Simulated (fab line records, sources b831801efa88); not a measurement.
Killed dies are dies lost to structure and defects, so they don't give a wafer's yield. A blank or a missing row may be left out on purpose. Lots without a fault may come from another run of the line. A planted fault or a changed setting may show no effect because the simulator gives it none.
A struck lot beside a sound one | flow gf180mcu | 28 steps out of a route of 602
Sound: wafers L459.1, L459.5, L459.6. Struck: wafers L466.2, L466.3, L466.5. The cause comes at the end.
At each step with rows: each side's tool, then ch and its chambers, then its first start. Under that, the readings that differ: sound wafers | struck wafers | difference of the means | sigmas: that difference in standard deviations of wafers without a fault.
alike: readings whose means differ by less than 2 such deviations, and words and numbers that are the same on both sides. not compared: withheld readings, readings that some wafer has no value for, bounds like >300 that may hide the same value, and numbers for which the record gives no deviation and whose values overlap.
The two part at a step that has a row with sigmas, a row that says differs or no value, or rows on one side only. Numbers that don't overlap but have no deviation are shown without sigmas and don't part them. A reading that every wafer of one side lacks parts them only if that side has two wafers or more.

first, 1 step without rows for these wafers: GF_VT_IMPLANT_IMPLANT_41.
GF_VT_IMPLANT_STRIP_42: strips in O2/N2.
  sound on plasma_asher-03 ch 0,1, day 9 22:07; struck on plasma_asher-04 ch 0,1, day 11 13:22
  reading                      | sound             | struck            | difference | sigmas
  strip_time_to_endpoint_s (s) | 12.60 12.68 12.67 | 12.55 12.55 12.55 | -0.10      | -2
  alike: drypump_motor_current_A, heater_power_w, oes_product_au
  not compared: rf_hours_counter_h
GF_VT_IMPLANT_TW_MEAS_43:
  sound on film_metro-03, day 9 22:13; struck on film_metro-02, day 11 13:28
  alike: VT_IMPLANT_4_TW
then, 1 step without rows for these wafers: GF_VT_IMPLANT_CLEAN_44 (cleans in SC1/SC2, time 150 s).
GF_VT_IMPLANT_RTA_45: time 30 s.
  sound on rtp_anneal-02 ch 0, day 9 22:19; struck on rtp_anneal-01 ch 0, day 11 13:35
  reading            | sound          | struck         | difference | sigmas
  lamp_power_pct (%) | 32.2 32.2 32.1 | 29.8 29.9 29.8 | -2.3       | -2
  alike: wafer_temp_C_max
GF_VT_IMPLANT_RS_MEAS_46: measures by four-point-probe.
  sound on film_metro-03, day 9 22:25; struck on film_metro-01, day 11 13:42
  alike: MVSD_RS
GF_VT_IMPLANT_RS_MEAS_47: measures by four-point-probe.
  sound on film_metro-03, day 9 22:32; struck on film_metro-01, day 11 13:49
  alike: NWELL_RS
GF_VT_IMPLANT_RS_MEAS_48: measures by four-point-probe.
  sound on film_metro-03, day 9 22:40; struck on film_metro-01, day 11 13:56
  reading             | sound          | struck         | difference | sigmas
  LVPWELL_RS (ohm/sq) | 1197 1195 1197 | 1210 1204 1203 | +9         | +3
GF_VT_IMPLANT_RS_MEAS_49: measures by four-point-probe.
  sound on film_metro-03, day 9 22:47; struck on film_metro-01, day 11 14:04
  alike: MVPSD_RS
then, 3 steps without rows for these wafers: GF_VT_IMPLANT_WET_ETCH_50 (etches SiO2 in dHF, target depth 20 nm, time 400 s); GF_DUAL_GATE_CLEAN_00 (cleans in SC1/SC2, time 150 s); GF_DUAL_GATE_CLEAN_01 (cleans in dHF, time 20 s).
GF_DUAL_GATE_OXIDATION_02: stabilise 600 s, purge 300 s, target thk 10.887 nm.
  sound on furnace-01 ch 0, day 9 23:05; struck on furnace-01 ch 0, day 11 14:21
  reading                                          | sound             | struck            | difference | sigmas
  model.SiO2_of_DUAL_GATE_OXIDATION_02.thk_nm (nm) | 10.69 10.68 10.69 | 10.21 10.07 10.25 | -0.51      |
  alike: ox_temp_c_max, spike_tc_bottom_C, tube_center_temp_C
GF_DUAL_GATE_THK_MEAS_03:
  sound on film_metro-01, day 10 00:32; struck on film_metro-02, day 11 15:49
  reading                         | sound             | struck            | difference | sigmas
  DUAL_GATE_OXIDATION_00_THK (nm) | 10.71 10.71 10.67 | 10.26 10.06 10.22 | -0.52      | -3
then, 7 steps without rows for these wafers: GF_DUAL_GATE_DEHYDRATE_04 (time 60 s); GF_DUAL_GATE_HMDS_05 (prime time 60 s); GF_DUAL_GATE_COAT_06 (resist thk 1000 nm); GF_DUAL_GATE_SOFTBAKE_07 (time 60 s); GF_DUAL_GATE_EXPOSE_08 (exposes mask Dualgate, target cd 700 nm); GF_DUAL_GATE_PEB_09; GF_DUAL_GATE_DEVELOP_10 (develop time 60 s).
GF_DUAL_GATE_OVL_MEAS_11:
  sound on overlay-02, day 10 18:44; struck on overlay-02, day 12 11:14
  alike: DUAL_GATE_OVL
then, 1 step without rows for these wafers: GF_DUAL_GATE_WET_ETCH_12 (etches SiO2 in dHF, target depth 13 nm, time 263.3 s).
GF_DUAL_GATE_STRIP_13: strips in O2/N2.
  sound on plasma_asher-02 ch 0,1, day 10 18:56; struck on plasma_asher-04 ch 0, day 12 11:20
  alike: drypump_motor_current_A, heater_power_w, oes_product_au, strip_time_to_endpoint_s
  not compared: rf_hours_counter_h
then, 1 step without rows for these wafers: GF_DUAL_GATE_CLEAN_14 (cleans in SC1/SC2, time 150 s).
GF_DUAL_GATE_OXIDATION_15: stabilise 600 s, purge 300 s, target thk 7.098 nm.
  sound on furnace-01 ch 0, day 10 19:08; struck on furnace-01 ch 0, day 12 12:20
  reading                                          | sound             | struck           | difference | sigmas
  model.SiO2_of_DUAL_GATE_OXIDATION_02.thk_nm (nm) | 14.24 14.27 14.23 | 13.78 13.7 13.78 | -0.49      |
  alike: ox_temp_c_max, spike_tc_bottom_C, tube_center_temp_C
then, 1 step without rows for these wafers: GF_POLY_GATE_CVD_00 (deposits poly-Si, target thk 200 nm, time 1200 s).
-- the record jumps here: 21 days lie between the struck wafers' starts before and after (it left off in module POLY_GATE and takes up again in module PASSIVATION, whose first step shown is number 602 of the route) --
GF_PASSIVATION_PROBE_99:
  the record has rows for the struck wafers here (prober-02, day 33 06:22) and none for the sound ones

WHERE THEY PART
First at GF_VT_IMPLANT_STRIP_42; last, within this record, at GF_PASSIVATION_PROBE_99.

WHY: what the simulator had put in
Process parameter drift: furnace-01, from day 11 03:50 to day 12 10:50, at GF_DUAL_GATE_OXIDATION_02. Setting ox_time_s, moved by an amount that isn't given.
